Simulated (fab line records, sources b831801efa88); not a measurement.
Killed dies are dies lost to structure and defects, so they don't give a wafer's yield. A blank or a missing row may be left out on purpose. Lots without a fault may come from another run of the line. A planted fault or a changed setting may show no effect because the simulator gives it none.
One fault seen from 2 desks | flow gf180mcu | each desk has only its own numbers; what lay behind them comes last

THE TOOL OWNER'S DESK: pecvd-02
The tool's own readings at GF_V4_CVD_02 (deposits SiO2 from TEOS, target thk 850 nm, time 94.851 s): means of the sampled wafers that have a number, for each lot that ran on this tool. A lot is out of limits, marked OUT, if its mean lies more than 4 standard deviations from the usual mean; the brackets give that distance.
Columns: A = heater_power_outer_w at GF_V4_CVD_02, usual 376 W; B = heater_power_w at GF_V4_CVD_02, usual 666 W
lot  | first seen here | A   | B
L292 | day 23 18:28    | 386 | 700
L294 | day 24 05:56    | 392 | 689
L299 | day 26 03:50    | 358 | 681
L309 | day 29 04:17    | 426 | 756
L310 | day 29 12:30    | 408 | 766
This desk's finding: nothing out of limits on any of the 5 lots.

THE METROLOGY DESK
What the gauges read, lot by lot, whatever tool the lot ran on: means of the sampled wafers that have a number. A lot is out of limits, marked OUT, if its mean lies more than 4 standard deviations from the usual mean; the brackets give that distance.
Columns: A = V4_CVD_02_THK at GF_V4_THK_MEAS_03, usual 852 nm
lot  | first seen here | A
L291 | day 23 11:17    | 852
L292 | day 23 18:32    | 860
L294 | day 24 06:00    | 840
L299 | day 26 03:54    | 743 (-11) OUT
L303 | day 27 07:45    | 851
L308 | day 28 19:37    | 864
L307 | day 29 00:37    | 857
L309 | day 29 04:22    | 852
L310 | day 29 12:34    | 849
L312 | day 30 03:10    | 844
L314 | day 30 18:42    | 846
This desk's finding: out of limits on L299; first on L299, day 26 03:54 (V4_CVD_02_THK at GF_V4_THK_MEAS_03). In limits: L291, L292, L294, L303, L308, L307, L309, L310, L312, L314.

PUT TOGETHER
The metrology desk could have raised an alarm at day 26 03:54, on L299.
The tool owner's desk saw nothing out of limits.
The tool owner's desk has L299 on record, within its limits.
Of the lots named, all ran GF_V4_CVD_02 on pecvd-02.

WHAT THE SIMULATOR HAD PUT IN
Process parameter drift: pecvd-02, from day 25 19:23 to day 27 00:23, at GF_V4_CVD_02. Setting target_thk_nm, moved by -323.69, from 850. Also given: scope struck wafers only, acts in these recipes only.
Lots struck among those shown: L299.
Hours from the fault's start to each desk's first reading out of limits: the metrology desk, 9.
